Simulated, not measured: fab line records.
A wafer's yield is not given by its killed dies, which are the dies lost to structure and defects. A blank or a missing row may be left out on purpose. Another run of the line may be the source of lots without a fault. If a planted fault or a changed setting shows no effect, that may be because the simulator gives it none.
fab line records	flow gf180mcu
record: lots: 6	wafers: 18	lastDay: 34
route steps=602 shown M4@457
lots that met no fault: taken from a fault-free run of the same line
startH: the number of hours between the record's first day and the start of the first shown wafer of the lot	waitH: hours since the lot's step before	" repeats the value in the row above	L1.1+2: several wafers, shown together as one row	- value missing, or start not given	* or withheld: withheld	< > ~ a bound
route shown NAME@n: a module of which the file shows steps, and the number in the route of the first	usual: the fault-free wafers' mean and standard deviation	same: alike in all rows	chamber/n: place in a boat	sites: readings site by site	_std_site: how widely they spread, as a standard deviation	_edge_site: mean of outer sites minus mean of inner sites	radiusMm: for every site, how far away it sits from the centre of the wafer	mask NAME#n: copy n	behind: the tool/chamber that last shaped the wafer	hold: why the lot went on hold/how many hours it stayed there/how the hold came to an end	device: whichever transistor did not switch (one of n, p or np)	end of line: tests run on the same wafers once the route is complete	where a step has no rows: the recipe by itself	killed: not the wafer's yield, but the dies lost to structure and defects at the first sort	map: a wafer's dies, marking killed ones x, the rest . and places with no die _
set.NAME: the run value of the setting; set.NAME@STEP: its run value at that earlier step	model.NAME: the simulator's own value behind a step, which no gauge read
lots at selected steps of the route; one table per step, one row per wafer
services: the hour from which a tool's chamber was out of use, counted from the record's first day as startH (under 0 if before that day), plus the number of hours and why
== steps ==
step: GF_M4_SPUTTER_01
recipe: material: TiN	targetThkNm: 30	powerW: 6500	timeS: 25	chamberPressurePa: 0.4
usual: throttleValvePct: 29.5/0.98
lot.wafer	tool	chamber	startH	waitH	throttleValvePct
L997.1	pvdSputter-03	-	607.73	0.1	28.8
L997.4	"	-	"	"	28.7
L997.6	"	-	"	"	28.5
L105.1	pvdSputter-03	-	660.12	0.1	28.7
L105.2	"	-	"	"	29.2
L105.5	"	-	"	"	29.4
L104.1	pvdSputter-04	-	661.31	0.1	28.3
L104.2	"	-	"	"	29.4
L104.6	"	-	"	"	29.2
L107.2	pvdSputter-03	-	679.41	0.1	28.9
L107.5	"	-	"	"	28.7
L107.6	"	-	"	"	29.2
L108.3	pvdSputter-04	-	683.81	0.1	31.3
L108.5	"	-	"	"	29.4
L108.6	"	-	"	"	31.5
L109.1	pvdSputter-01	-	690.27	0.1	28.2
L109.2	"	-	"	"	30.6
L109.5	"	-	"	"	29.9
step: GF_M4_SPUTTER_02
recipe: material: AlCu	targetThkNm: 450	powerW: 10600	timeS: 23.9	chamberPressurePa: 0.4
usual: throttleValvePct: 29.5/1
lot.wafer	tool	chamber	startH	waitH	throttleValvePct
L997.1	pvdSputter-03	-	607.76	0.0	28.8
L997.4	"	-	"	"	28.7
L997.6	"	-	"	"	28.6
L105.1	pvdSputter-03	-	660.15	0.0	28.9
L105.2	"	-	"	"	29.2
L105.5	"	-	"	"	29.1
L104.1	pvdSputter-04	-	661.34	0.0	28.3
L104.2	"	-	"	"	29.4
L104.6	"	-	"	"	29.8
L107.2	pvdSputter-03	-	679.44	0.0	28.7
L107.5	"	-	"	"	28.9
L107.6	"	-	"	"	29.1
L108.3	pvdSputter-04	-	683.84	0.0	31.6
L108.5	"	-	"	"	29.4
L108.6	"	-	"	"	31.5
L109.1	pvdSputter-01	-	690.30	0.0	28.2
L109.2	"	-	"	"	30.4
L109.5	"	-	"	"	30.3
step: GF_M4_SPUTTER_03
recipe: material: Ti	targetThkNm: 10	substrateTempC: 300	chamberPressurePa: 0.3	powerW: 3000	timeS: 6.7
usual: throttleValvePct: 29.5/1
lot.wafer	tool	chamber	startH	waitH	throttleValvePct
L997.1	pvdSputter-03	-	607.79	0.0	28.6
L997.4	"	-	"	"	29.1
L997.6	"	-	"	"	28.9
L105.1	pvdSputter-03	-	660.18	0.0	28.9
L105.2	"	-	"	"	29.4
L105.5	"	-	"	"	29.2
L104.1	pvdSputter-04	-	661.37	0.0	28.4
L104.2	"	-	"	"	29.2
L104.6	"	-	"	"	29.4
L107.2	pvdSputter-03	-	679.47	0.0	28.6
L107.5	"	-	"	"	28.7
L107.6	"	-	"	"	29.5
L108.3	pvdSputter-04	-	683.87	0.0	31.6
L108.5	"	-	"	"	29.4
L108.6	"	-	"	"	31.5
L109.1	pvdSputter-01	-	690.33	0.0	27.8
L109.2	"	-	"	"	30.2
L109.5	"	-	"	"	30.3
step: GF_M4_SPUTTER_04
recipe: material: TiN	targetThkNm: 50	powerW: 6500	timeS: 41.7	chamberPressurePa: 0.4
usual: throttleValvePct: 29.5/1
lot.wafer	tool	chamber	startH	waitH	throttleValvePct
L997.1	pvdSputter-03	-	607.81	0.0	29.0
L997.4	"	-	"	"	28.5
L997.6	"	-	"	"	28.7
L105.1	pvdSputter-03	-	660.20	0.0	29.1
L105.2	"	-	"	"	29.3
L105.5	"	-	"	"	29.1
L104.1	pvdSputter-04	-	661.39	0.0	28.5
L104.2	"	-	"	"	29.3
L104.6	"	-	"	"	29.0
L107.2	pvdSputter-03	-	679.49	0.0	28.7
L107.5	"	-	"	"	28.6
L107.6	"	-	"	"	28.7
L108.3	pvdSputter-04	-	683.89	0.0	31.3
L108.5	"	-	"	"	29.2
L108.6	"	-	"	"	31.5
L109.1	pvdSputter-01	-	690.36	0.0	28.0
L109.2	"	-	"	"	30.5
L109.5	"	-	"	"	30.0
step: GF_M4_RS_MEAS_05
recipe: thkMeasGauge: four-point-probe	reads: TiN_of_M4_SPUTTER_04+Ti_of_M4_SPUTTER_03+AlCu_of_M4_SPUTTER_02+TiN_of_M4_SPUTTER_01+Ti_of_M4_SPUTTER_00
usual: M4_ALCU_RS: 0.0695/0.00084
lot.wafer	tool	chamber	startH	waitH	M4_ALCU_RS[ohm/sq]
L997.1	filmMetro-01	-	607.85	0.0	0.0699
L997.4	"	-	"	"	0.0700
L997.6	"	-	"	"	0.0703
L105.1	filmMetro-01	-	660.24	0.0	0.0694
L105.2	"	-	"	"	0.0686
L105.5	"	-	"	"	0.0686
L104.1	filmMetro-01	-	661.43	0.0	0.0698
L104.2	"	-	"	"	0.0693
L104.6	"	-	"	"	0.0696
L107.2	filmMetro-04	-	679.55	0.0	0.0690
L107.5	"	-	"	"	0.0696
L107.6	"	-	"	"	0.0691
L108.3	filmMetro-01	-	683.97	0.1	0.0702
L108.5	"	-	"	"	0.0690
L108.6	"	-	"	"	0.0697
L109.1	filmMetro-04	-	690.40	0.0	0.0691
L109.2	"	-	"	"	0.0678
L109.5	"	-	"	"	0.0682
step: GF_M4_THK_MEAS_06
recipe: thkMeasGauge: xrf	reads: AlCu_of_M4_SPUTTER_02
usual: M4_ALCU_THK: 456/5.8
lot.wafer	tool	chamber	startH	waitH	M4_ALCU_THK[nm]
L997.1	filmMetro-01	-	607.97	0.1	453
L997.4	"	-	"	"	453
L997.6	"	-	"	"	452
L105.1	filmMetro-01	-	660.36	0.1	459
L105.2	"	-	"	"	465
L105.5	"	-	"	"	465
L104.1	filmMetro-01	-	661.55	0.1	456
L104.2	"	-	"	"	457
L104.6	"	-	"	"	457
L107.2	filmMetro-04	-	679.66	0.1	453
L107.5	"	-	"	"	452
L107.6	"	-	"	"	454
L108.3	filmMetro-01	-	684.07	0.1	452
L108.5	"	-	"	"	463
L108.6	"	-	"	"	457
L109.1	filmMetro-04	-	690.52	0.1	456
L109.2	"	-	"	"	464
L109.5	"	-	"	"	461
step: GF_M4_DEHYDRATE_07
recipe: tempC: 200	timeS: 60
step: GF_M4_HMDS_08
recipe: primeTimeS: 60	primeTempC: 120
step: GF_M4_COAT_09
recipe: resist: KrF	spinRpm: withheld	resistThkNm: 1000
step: GF_M4_SOFTBAKE_10
recipe: tempC: 130	timeS: 60	resist: KrF
step: GF_M4_EXPOSE_11
recipe: maskId: Metal4	targetCdNm: 280	na: 0.68	sourceShape: conventional	sigmaOuter: 0.6	doseMj: 28
step: GF_M4_PEB_12
recipe: pebTempC: 135	pebTimeS: 90	resist: KrF
step: GF_M4_DEVELOP_13
recipe: developTimeS: 60	devTempC: 21
usual: chillPlateTempC: 23.00/0.1	developTimeS: 60/0
lot.wafer	tool	chamber	startH	waitH	chillPlateTempC	developTimeS	model.KrF_of_M4_COAT_09.thkNm
L997.1	lithoTrack-03	0	627.60	0.2	22.83	60	986.8
L997.4	"	0	"	"	23.03	60	991.8
L997.6	"	0	"	"	23.00	60	985.1
L105.1	lithoTrack-03	-	679.15	0.2	-	-	996.5
L105.2	"	-	"	"	-	-	996.6
L105.5	"	-	"	"	-	-	998.4
L104.1	lithoTrack-01	-	680.50	0.2	-	-	1005
L104.2	"	-	"	"	-	-	1002
L104.6	"	-	"	"	-	-	1004
L107.2	lithoTrack-04	0	697.39	0.2	23.03	60	984.4
L107.5	"	0	"	"	23.03	60	987.4
L107.6	"	0	"	"	23.03	60	985.8
L108.3	lithoTrack-04	0	702.81	0.1	22.82	60	985.4
L108.5	"	0	"	"	22.93	60	984
L108.6	"	0	"	"	22.94	60	980.8
L109.1	lithoTrack-01	0	708.25	0.2	23.16	60	980.7
L109.2	"	0	"	"	23.12	60	982.9
L109.5	"	0	"	"	23.10	60	979.9
step: GF_M4_CD_MEAS_14
recipe: targetCdNm: 280
usual: cdNm: 279.7/1.1
lot.wafer	tool	chamber	startH	waitH	cdNm
L997.1	cdSem-01	-	627.75	0.1	279.7
L997.4	"	-	"	"	279.0
L997.6	"	-	"	"	279.8
L105.1	cdSem-02	-	679.30	0.1	-
L105.2	"	-	"	"	-
L105.5	"	-	"	"	-
L104.1	cdSem-01	-	680.65	0.1	-
L104.2	"	-	"	"	-
L104.6	"	-	"	"	-
L107.2	cdSem-01	-	697.53	0.1	278.9
L107.5	"	-	"	"	280.2
L107.6	"	-	"	"	280.1
L108.3	cdSem-02	-	702.96	0.1	277.7
L108.5	"	-	"	"	279.4
L108.6	"	-	"	"	278.2
L109.1	cdSem-01	-	708.40	0.1	280.7
L109.2	"	-	"	"	279.8
L109.5	"	-	"	"	280.1
== services ==
tool	chamber	startH	hours	kind
pvdSputter-04	3	683.05	-	consumableReplace:kit
pvdSputter-04	3	683.05	18.0	scheduledDown
pvdSputter-04	3	683.05	18.0	ventCycle
pvdSputter-03	2	702.69	-	consumableReplace:kit
pvdSputter-03	2	702.69	18.0	scheduledDown
pvdSputter-03	2	702.69	18.0	ventCycle
== key ==
firstSign: step: GF_M4_DEVELOP_13	reading: toolRecord	direction: missing
effect none on later readings
modelEffect: step: GF_M4_DEVELOP_13	value: KrF_of_M4_COAT_09.thkNm	without: 985.3	struck: 1000
metAt GF_M4_DEVELOP_13
struckWafers L104.1,L104.2,L104.6,L105.1,L105.2,L105.5
laterRowsLeftOut L104.1,L104.2,L104.6,L105.1,L105.2,L105.5
sortLeftOut L104.1,L104.2,L104.6,L105.1,L105.2,L105.5
onsetBetween 627.60 679.15
fault: kind: skippedStepWhole	tool: lithoTrack-01,lithoTrack-03	chamber: -	onsetH: 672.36	steps: GF_M4_DEVELOP_13	scope: struckLotsOnly
sortLeftOut: the simulated sort isn't trusted on such a fault, so these wafers' sort isn't shown, and their yield isn't known
laterRowsLeftOut: the simulator's readings of these wafers behind a module that went badly wrong aren't trusted and aren't shown, but for the sort
